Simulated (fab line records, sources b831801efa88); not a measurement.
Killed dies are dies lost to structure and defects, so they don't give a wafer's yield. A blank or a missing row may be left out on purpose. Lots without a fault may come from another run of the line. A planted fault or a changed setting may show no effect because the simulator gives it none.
A struck lot beside a sound one | flow sky130 | 15 steps out of a route of 708
Sound: wafers L354.2, L354.3, L354.5. Struck: wafers L367.4, L367.5, L367.6. The cause comes at the end.
At each step with rows: each side's tool, then ch and its chambers, then its first start. Under that, the readings that differ: sound wafers | struck wafers | difference of the means | sigmas: that difference in standard deviations of wafers without a fault.
alike: readings whose means differ by less than 2 such deviations, and words and numbers that are the same on both sides. not compared: withheld readings, readings that some wafer has no value for, bounds like >300 that may hide the same value, and numbers for which the record gives no deviation and whose values overlap.
The two part at a step that has a row with sigmas, a row that says differs or no value, or rows on one side only. Numbers that don't overlap but have no deviation are shown without sigmas and don't part them. A reading that every wafer of one side lacks parts them only if that side has two wafers or more.

first, 4 steps without rows for these wafers: SKY_LI_CONTACT_SOFTBAKE_08 (time 90 s); SKY_LI_CONTACT_EXPOSE_09 (exposes mask LICM1, target cd 170 nm); SKY_LI_CONTACT_PEB_10; SKY_LI_CONTACT_DEVELOP_11 (develop time 60 s).
SKY_LI_CONTACT_CD_MEAS_12: target cd 170 nm.
  sound on cd_sem-01, day 28 19:41; struck on cd_sem-01, day 33 03:57
  reading    | sound             | struck            | difference | sigmas
  cd_nm (nm) | 171.4 172.1 172.0 | 168.6 168.4 168.5 | -3.3       | -2
SKY_LI_CONTACT_OVL_MEAS_13:
  sound on overlay-02, day 28 19:48; struck on overlay-02, day 33 04:01
  alike: LI_CONTACT_OVL
SKY_LI_CONTACT_ETCH_14: etches BARC in N2/H2, stops on SiO2, time 45.9 s, target depth 60 nm.
  sound on rie_diel-01 ch 0,2, day 28 19:50; struck on rie_diel-02 ch 1,2,3, day 33 04:02
  alike: drypump_motor_current_A, h2_flow_sccm, oes_product_au, throttle_valve_pct
  not compared: rf_hours_counter_h
SKY_LI_CONTACT_ETCH_15: etches PSG in C4F8/O2/Ar, stops on Si, target depth 600 nm.
  sound on rie_diel-01 ch 0,2, day 28 19:52; struck on rie_diel-02 ch 1,2,3, day 33 04:05
  alike: oes_product_au
SKY_LI_CONTACT_STRIP_16: strips in O2/N2.
  sound on plasma_asher-02 ch 0,1, day 28 19:57; struck on plasma_asher-02 ch 0,1, day 33 04:12
  alike: drypump_motor_current_A, oes_product_au, strip_time_to_endpoint_s
  not compared: rf_hours_counter_h
then, 2 steps without rows for these wafers: SKY_LI_CONTACT_CLEAN_17 (cleans in NMP, time 600 s); SKY_LI_CONTACT_PRE_CLEAN_18 (time 5.6 s).
SKY_LI_CONTACT_SPUTTER_19: material Ti, target thk 20 nm, time 106.37 s.
  sound on pvd_sputter-03, day 28 20:16; struck on pvd_sputter-01, day 33 04:30
  alike: cathode_dc_power_W, substrate_temp_c, throttle_valve_pct
SKY_LI_CONTACT_SPUTTER_20: material TiN, target thk 20 nm, time 80 s.
  sound on pvd_sputter-03, day 28 20:20; struck on pvd_sputter-01, day 33 04:34
  reading                                        | sound                | struck               | difference | sigmas
  cathode_dc_power_W (W)                         | 3999.3 3999.9 4000.8 | 3898.3 3898.5 3898.0 | -101.7     | -99 or more
  model.TiN_of_LI_CONTACT_SPUTTER_20.thk_nm (nm) | 20.8 20.25 20.62     | 19.4 19.45 19.6      | -1.1       |
  alike: throttle_valve_pct
SKY_LI_CONTACT_CVD_21: deposits W, target thk 400 nm, time 120.56 s.
  sound on cvd_w-02 ch 0,1, day 28 20:24; struck on cvd_w-01 ch 0,1, day 33 04:41
  alike: heater_power_outer_w, heater_power_w
-- the record jumps here: 16 days lie between the struck wafers' starts before and after (it left off in module LI_CONTACT and takes up again in module PAD_OPEN, whose first step shown is number 708 of the route) --
SKY_PAD_OPEN_PROBE_99:
  sound on prober-01, day 45 11:30; struck on prober-01, day 48 17:26
  alike: killed_at_M0_to_M3, killed_at_M4_up, killed_at_contacts, killed_at_front_end, killed_at_other, killed_dies, killed_open, killed_short

WHERE THEY PART
First at SKY_LI_CONTACT_CD_MEAS_12; last, within this record, at SKY_LI_CONTACT_SPUTTER_20. Later steps at which nothing parts them and some readings are alike: SKY_LI_CONTACT_CVD_21, SKY_PAD_OPEN_PROBE_99.

WHY: what the simulator had put in
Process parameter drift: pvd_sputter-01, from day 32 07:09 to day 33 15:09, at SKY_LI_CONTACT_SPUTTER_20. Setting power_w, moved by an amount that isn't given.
